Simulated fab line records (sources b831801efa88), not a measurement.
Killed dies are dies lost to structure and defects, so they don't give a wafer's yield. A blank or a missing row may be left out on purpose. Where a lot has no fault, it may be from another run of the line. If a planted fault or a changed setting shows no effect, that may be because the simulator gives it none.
Which tool was responsible? || flow gf180mcu || Sampling: 12 lots, 36 wafers, 5 of 602 route steps

== WHAT THE GAUGES READ, wafer by wafer ==
GF_HV_LDD_TW_MEAS_38.
{"lot": "L801", "measured": "day 11 10:14", "on": "film_metro-01", "HV_LDD_3_TW": "1429 1425 1433"}
{"lot": "L803", "measured": "day 12 08:15", "on": "film_metro-03", "HV_LDD_3_TW": "1425 1420 1410"}
{"lot": "L804", "measured": "day 12 13:50", "on": "film_metro-03", "HV_LDD_3_TW": "1419 1422 1423"}
{"lot": "L805", "measured": "day 12 20:27", "on": "film_metro-01", "HV_LDD_3_TW": "1432 1438 1439"}
{"lot": "L806", "measured": "day 13 06:10", "on": "film_metro-03", "HV_LDD_3_TW": "1431 1436 1439"}
{"lot": "L810", "measured": "day 14 17:06", "on": "film_metro-04", "HV_LDD_3_TW": "1424 1425 1426"}
{"lot": "L813", "measured": "day 15 11:47", "on": "film_metro-03", "HV_LDD_3_TW": "1436 1429 1434"}
{"lot": "L814", "measured": "day 15 17:31", "on": "film_metro-01", "HV_LDD_3_TW": "1435 1437 1432"}
{"lot": "L816", "measured": "day 16 10:06", "on": "film_metro-01", "HV_LDD_3_TW": "1444 1430 1430"}
{"lot": "L819", "measured": "day 17 11:32", "on": "film_metro-03", "HV_LDD_3_TW": "1401 1408 1409 1402 1405 1399"}
{"lot": "L820", "measured": "day 17 18:41", "on": "film_metro-03", "HV_LDD_3_TW": "1406 1397 1402 1397 1394 1394"}
{"lot": "L824", "measured": "day 18 22:39", "on": "film_metro-01", "HV_LDD_3_TW": "1430 1433 1433"}

GF_HV_LDD_RS_MEAS_53: measurement is done with a four-point probe.
{"lot": "L801", "measured": "day 12 05:23", "on": "film_metro-04", "HV_LDD_RS (ohm/sq)": "420.6 419.6 418.9"}
{"lot": "L803", "measured": "day 13 04:11", "on": "film_metro-03", "HV_LDD_RS (ohm/sq)": "419.8 419.1 420.1"}
{"lot": "L804", "measured": "day 13 09:49", "on": "film_metro-04", "HV_LDD_RS (ohm/sq)": "419.9 418.8 419.5"}
{"lot": "L805", "measured": "day 13 16:13", "on": "film_metro-03", "HV_LDD_RS (ohm/sq)": "419.1 417.5 417.8"}
{"lot": "L806", "measured": "day 14 02:58", "on": "film_metro-04", "HV_LDD_RS (ohm/sq)": "419.9 419.8 417.9"}
{"lot": "L810", "measured": "day 15 15:17", "on": "film_metro-03", "HV_LDD_RS (ohm/sq)": "419.7 419.2 419.0"}
{"lot": "L813", "measured": "day 16 10:14", "on": "film_metro-04", "HV_LDD_RS (ohm/sq)": "420.4 419.5 419.8"}
{"lot": "L814", "measured": "day 16 16:20", "on": "film_metro-04", "HV_LDD_RS (ohm/sq)": "418.6 417.9 419.9"}
{"lot": "L816", "measured": "day 17 08:56", "on": "film_metro-03", "HV_LDD_RS (ohm/sq)": "418.9 419.0 419.0"}
{"lot": "L819", "measured": "day 18 11:40", "on": "film_metro-01", "HV_LDD_RS (ohm/sq)": "422.1 420.5 420.8 420.5 421.6 420.3"}
{"lot": "L820", "measured": "day 18 18:44", "on": "film_metro-01", "HV_LDD_RS (ohm/sq)": "422.0 422.9 422.2 423.0 421.7 422.1"}
{"lot": "L824", "measured": "day 19 23:25", "on": "film_metro-01", "HV_LDD_RS (ohm/sq)": "419.4 419.1 418.5"}

GF_SAB_THK_MEAS_01.
{"lot": "L801", "measured": "day 14 02:23", "on": "film_metro-04", "SAB_CVD_00_THK (nm)": "49.3 49.2 50.1"}
{"lot": "L803", "measured": "day 15 01:22", "on": "film_metro-03", "SAB_CVD_00_THK (nm)": "49.7 50.2 50.0"}
{"lot": "L804", "measured": "day 15 07:08", "on": "film_metro-02", "SAB_CVD_00_THK (nm)": "50.2 50.9 50.8"}
{"lot": "L805", "measured": "day 15 13:26", "on": "film_metro-02", "SAB_CVD_00_THK (nm)": "49.6 49.0 50.9"}
{"lot": "L806", "measured": "day 16 01:52", "on": "film_metro-04", "SAB_CVD_00_THK (nm)": "49.6 50.5 50.7"}
{"lot": "L810", "measured": "day 17 16:25", "on": "film_metro-03", "SAB_CVD_00_THK (nm)": "50.5 49.6 50.6"}
{"lot": "L813", "measured": "day 18 12:23", "on": "film_metro-04", "SAB_CVD_00_THK (nm)": "50.1 50.4 50.5"}
{"lot": "L814", "measured": "day 18 18:22", "on": "film_metro-03", "SAB_CVD_00_THK (nm)": "50.8 51.6 51.5"}
{"lot": "L816", "measured": "day 19 12:41", "on": "film_metro-03", "SAB_CVD_00_THK (nm)": "49.9 49.7 49.6"}
{"lot": "L819", "measured": "day 20 16:20", "on": "film_metro-03", "SAB_CVD_00_THK (nm)": "49.4 50.7 50.7"}
{"lot": "L820", "measured": "day 20 23:10", "on": "film_metro-02", "SAB_CVD_00_THK (nm)": "50.2 50.5 50.1"}
{"lot": "L824", "measured": "day 22 04:32", "on": "film_metro-04", "SAB_CVD_00_THK (nm)": "49.7 49.8 50.1"}

GF_CONTACT_THK_MEAS_01.
{"lot": "L801", "measured": "day 15 00:53", "on": "film_metro-04", "CONTACT_CVD_00_THK (nm)": "307.0 303.4 303.9"}
{"lot": "L803", "measured": "day 15 23:32", "on": "film_metro-01", "CONTACT_CVD_00_THK (nm)": "298.0 302.2 299.8"}
{"lot": "L804", "measured": "day 16 05:51", "on": "film_metro-03", "CONTACT_CVD_00_THK (nm)": "298.3 302.5 298.8"}
{"lot": "L805", "measured": "day 16 11:57", "on": "film_metro-01", "CONTACT_CVD_00_THK (nm)": "300.3 303.8 304.1"}
{"lot": "L806", "measured": "day 17 01:01", "on": "film_metro-03", "CONTACT_CVD_00_THK (nm)": "299.4 300.5 299.3"}
{"lot": "L810", "measured": "day 18 16:24", "on": "film_metro-01", "CONTACT_CVD_00_THK (nm)": "296.7 299.8 300.9"}
{"lot": "L813", "measured": "day 19 13:22", "on": "film_metro-04", "CONTACT_CVD_00_THK (nm)": "304.9 303.2 301.6"}
{"lot": "L814", "measured": "day 19 19:48", "on": "film_metro-04", "CONTACT_CVD_00_THK (nm)": "299.2 298.9 293.1"}
{"lot": "L816", "measured": "day 20 13:15", "on": "film_metro-04", "CONTACT_CVD_00_THK (nm)": "299.9 298.2 305.3"}
{"lot": "L819", "measured": "day 21 16:45", "on": "film_metro-01", "CONTACT_CVD_00_THK (nm)": "301.2 302.6 303.2"}
{"lot": "L820", "measured": "day 22 00:14", "on": "film_metro-03", "CONTACT_CVD_00_THK (nm)": "301.4 306.2 306.1"}
{"lot": "L824", "measured": "day 23 04:59", "on": "film_metro-01", "CONTACT_CVD_00_THK (nm)": "299.6 298.7 300.0"}

== WHICH TOOL RAN EACH LOT (tool, then ch and the chambers of the sampled wafers, then the start) ==
{"lot": "L801", "GF_HV_LDD_IMPLANT_36": "implanter-03 ch 0, day 11 09:59"}
{"lot": "L803", "GF_HV_LDD_IMPLANT_36": "implanter-04 ch 0, day 12 08:01"}
{"lot": "L804", "GF_HV_LDD_IMPLANT_36": "implanter-04 ch 0, day 12 13:35"}
{"lot": "L805", "GF_HV_LDD_IMPLANT_36": "implanter-03 ch 0, day 12 20:12"}
{"lot": "L806", "GF_HV_LDD_IMPLANT_36": "implanter-04 ch 0, day 13 05:57"}
{"lot": "L810", "GF_HV_LDD_IMPLANT_36": "implanter-03 ch 0, day 14 16:52"}
{"lot": "L813", "GF_HV_LDD_IMPLANT_36": "implanter-02 ch 0, day 15 11:32"}
{"lot": "L814", "GF_HV_LDD_IMPLANT_36": "implanter-04 ch 0, day 15 17:19"}
{"lot": "L816", "GF_HV_LDD_IMPLANT_36": "implanter-02 ch 0, day 16 09:51"}
{"lot": "L819", "GF_HV_LDD_IMPLANT_36": "implanter-03 ch 0, day 17 11:17"}
{"lot": "L820", "GF_HV_LDD_IMPLANT_36": "implanter-03 ch 0, day 17 18:28"}
{"lot": "L824", "GF_HV_LDD_IMPLANT_36": "implanter-04 ch 0, day 18 22:24"}
- GF_HV_LDD_IMPLANT_36

== AS READ BY THE TOOLS THEMSELVES (means over the sampled wafers that have a number; for cases with no such wafer, the mark the record gives instead) ==
GF_HV_LDD_IMPLANT_36.
{"lot": "L801", "tool": "implanter-03", "dose_ions_cm2": 7.506e+12, "faraday_current_uA": 42.2}
{"lot": "L803", "tool": "implanter-04", "dose_ions_cm2": 7.498e+12, "faraday_current_uA": 43.1}
{"lot": "L804", "tool": "implanter-04", "dose_ions_cm2": 7.494e+12, "faraday_current_uA": 43.0}
{"lot": "L805", "tool": "implanter-03", "dose_ions_cm2": 7.500e+12, "faraday_current_uA": 42.2}
{"lot": "L806", "tool": "implanter-04", "dose_ions_cm2": 7.502e+12, "faraday_current_uA": 41.9}
{"lot": "L810", "tool": "implanter-03", "dose_ions_cm2": 7.494e+12, "faraday_current_uA": 42.2}
{"lot": "L813", "tool": "implanter-02", "dose_ions_cm2": 7.506e+12, "faraday_current_uA": 41.2}
{"lot": "L814", "tool": "implanter-04", "dose_ions_cm2": 7.494e+12, "faraday_current_uA": 41.8}
{"lot": "L816", "tool": "implanter-02", "dose_ions_cm2": 7.496e+12, "faraday_current_uA": 42.5}
{"lot": "L819", "tool": "implanter-03", "dose_ions_cm2": 6.314e+12, "faraday_current_uA": 35.3}
{"lot": "L820", "tool": "implanter-03", "dose_ions_cm2": 6.301e+12, "faraday_current_uA": 35.9}
{"lot": "L824", "tool": "implanter-04", "dose_ions_cm2": 7.507e+12, "faraday_current_uA": 42.4}

== THE ANSWER, worked out from the rows above alone ==
Rule: usual is defined by the lots themselves. The widest of any qualifying gaps counts: lots, ordered by their means at a reading, are off when they make up no more than a third of the lots, leave a main group of 4 or more, and stand apart from it by 3 or more times the standard deviation of that group's means. If all means in a main group match to the digits the tables above print for the reading, that group is not used. A lot without any number at a reading at which 4 lots or more have one is off too. The other lots that the step has rows for count as sound. First the gauges in route order, then the tools' own readings, where a lot's mean is used as printed above. The first step at which some lot is off is used, and at that step the reading that is off furthest; a lot without a number counts as furthest.
Off: L819, L820, at GF_HV_LDD_IMPLANT_36 (dose_ions_cm2). The main group has a mean of 7.500e+12 with a standard deviation of 5e+09.
If a tool, at that step or one of the process steps before it, ran each lot that is off and ran no sound lot following the first of them, it fits. One candidate fits, namely implanter-03 at GF_HV_LDD_IMPLANT_36. Its last sound lot is L810 (day 14 16:52), its first lot that is off L819 (day 17 11:17): a fault that began between those two fits.
The tool's own readings at GF_HV_LDD_IMPLANT_36 bear it out: on the lots that are off they differ by more than 5 times the standard deviation of the sound lots' means. dose_ions_cm2 reads 6.308e+12 there against 7.500e+12 on the sound lots; faraday_current_uA reads 35.6 there against 42.2 on the sound lots.

== WHAT THE SIMULATOR HAD INSERTED ==
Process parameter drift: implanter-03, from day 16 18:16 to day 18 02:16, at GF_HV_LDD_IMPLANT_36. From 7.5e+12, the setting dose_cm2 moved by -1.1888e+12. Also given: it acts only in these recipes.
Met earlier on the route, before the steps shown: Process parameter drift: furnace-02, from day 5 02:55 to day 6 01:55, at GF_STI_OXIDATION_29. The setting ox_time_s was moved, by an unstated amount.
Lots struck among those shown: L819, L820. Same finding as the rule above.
